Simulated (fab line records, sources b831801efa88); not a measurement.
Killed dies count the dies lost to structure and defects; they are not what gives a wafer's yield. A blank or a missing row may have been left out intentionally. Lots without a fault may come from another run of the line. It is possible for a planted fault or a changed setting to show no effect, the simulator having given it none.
Chamber matching | flow gf180mcu | GF_STI_CMP_25 on cmp-02 has 4 sister chambers
The step polishes, stops on Si3N4, t overpolish 33 s, target thk 524.6 nm. 8 wafers are shown with their chamber, then 8 later ones without.

== EACH WAFER AND ITS CHAMBER ==
wafer  | chamber | time-to-endpoint-s (s) | motor-current-A (A)
L690.3 | 0       | 120                    | 11.9
L690.4 | 2       | 128                    | 11.9
L690.5 | 1       | 129                    | 11.5
L694.5 | 2       | 128                    | 11.8
L695.1 | 1       | 122                    | 11.4
L695.3 | 0       | 123                    | 11.4
L695.6 | 3       | 117                    | 11.1
L701.1 | 3       | 115                    | 11.4

== WAFERS MISSING THEIR CHAMBER ==
wafer  | time-to-endpoint-s (s) | motor-current-A (A)
L701.4 | 122                    | 11.1
L701.6 | 124                    | 11.4
L706.1 | 120                    | 11.1
L706.3 | 119                    | 11.1
L706.4 | 122                    | 10.6
L707.1 | 120                    | 12.1
L707.5 | 119                    | 10.6
L707.6 | 119                    | 11.8

== WHICH CHAMBER EACH ONE RAN IN ==
wafer  | from the rows above          | in truth
L701.4 | can't be placed: 1 or 3 or 0 | 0
L701.6 | can't be placed: 1 or 0 or 2 | 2
L706.1 | can't be placed: 3 or 1 or 0 | 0
L706.3 | can't be placed: 3 or 0 or 1 | 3
L706.4 | can't be placed: 3 or 1 or 0 | 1
L707.1 | can't be placed: 0 or 2 or 1 | 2
L707.5 | can't be placed: 3 or 1 or 0 | 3
L707.6 | can't be placed: 0 or 3 or 1 | 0
0 of 8 placed correctly. These rows do not allow placing 8 (true chamber among the candidates in 8). Placed wrongly: 0.
How it was worked out, from the rows above alone: a wafer's distance from a chamber is the root of the sum, over the readings, of the square of ((its reading less the chamber's mean) divided by the reading's scatter). If the next closest chamber is less than 2 further off than the closest, the wafer can't be placed; otherwise it belongs to the closest. The mean given for a chamber averages the wafers shown for that chamber. The scatter is the square root of a quotient: the sum, over the shown wafers, of each reading's squared deviation from its chamber's mean, divided by wafers minus chambers.
